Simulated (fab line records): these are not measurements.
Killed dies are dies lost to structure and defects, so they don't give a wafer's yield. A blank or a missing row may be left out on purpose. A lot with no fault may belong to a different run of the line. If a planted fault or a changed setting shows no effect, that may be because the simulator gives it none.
Which tool was responsible? ; flow sky130 ; Sampling: 7 lots, 21 wafers, 3 of 708 route steps

== WHAT EACH GAUGE READ, for each wafer ==
SKY_SD_N_CD_MEAS_07 targets a cd of 380 nm.
lot;measured;on;cd nm (nm)
L691;day 28 02:49;cd sem-02;381.6 379.9 379.8
L699;day 31 05:28;cd sem-02;455.5 453.8 455.4
L702;day 31 22:44;cd sem-02;378.4 376.7 379.0
L706;day 33 01:59;cd sem-02;386.2 388.2 386.6
L708;day 34 00:40;cd sem-02;381.0 381.2 382.0
L710;day 34 06:11;cd sem-02;381.7 378.0 379.7
L712;day 34 23:32;cd sem-01;380.0 379.9 380.7

== WHICH TOOL RAN EACH LOT (tool, then ch and the chambers of the sampled wafers, then the start) ==
lot;SKY_SD_P_STRIP_10;SKY_SD_N_COAT_02
L691;plasma asher-03 ch 0,1, day 25 18:40;litho track-03 ch 0, day 27 12:52
L699;plasma asher-04 ch 0,1, day 28 22:04;litho track-04 ch 0, day 30 14:55
L702;plasma asher-01 ch 0,1, day 29 15:41;litho track-03 ch 0, day 31 09:06
L706;plasma asher-03 ch 0,1, day 30 19:43;litho track-03 ch 0, day 32 12:36
L708;plasma asher-01 ch 0,1, day 31 20:01;litho track-02 ch 0, day 33 12:10
L710;plasma asher-04 ch 0, day 32 03:20;litho track-03 ch 0, day 33 18:00
L712;plasma asher-04 ch 0,1, day 32 19:37;litho track-04 ch 0, day 34 10:38
- SKY_SD_P_STRIP_10: strips in O2/N2.
- SKY_SD_N_COAT_02: resist thk 1140 nm.

== THE ANSWER, worked out from the rows above alone ==
Rule: what is usual is taken from the lots themselves. Put in order of their means at a reading, lots are off if they are a third of the lots or fewer, leave a main group of 4 or more, and stand apart from it by a gap of 3 or more times the standard deviation of the main group's means; of several such gaps the widest counts. A main group whose means are all the same, to the digits that the tables above print for the reading, isn't used. Also off: a lot with no number at a reading for which 4 or more lots have one. The other lots that the step has rows for count as sound.
Off, at SKY_SD_N_CD_MEAS_07 on cd nm: L699. Main group: mean 381.1 nm, sd 2.8.
If a tool, at a process step before that reading, ran all the lots that are off and no sound lot after the first of them, it fits. Gauges at SKY_SD_N_CD_MEAS_07: tried the same way as those tools. Of those tried, none fits.

== WHAT THE SIMULATOR HAD INSERTED ==
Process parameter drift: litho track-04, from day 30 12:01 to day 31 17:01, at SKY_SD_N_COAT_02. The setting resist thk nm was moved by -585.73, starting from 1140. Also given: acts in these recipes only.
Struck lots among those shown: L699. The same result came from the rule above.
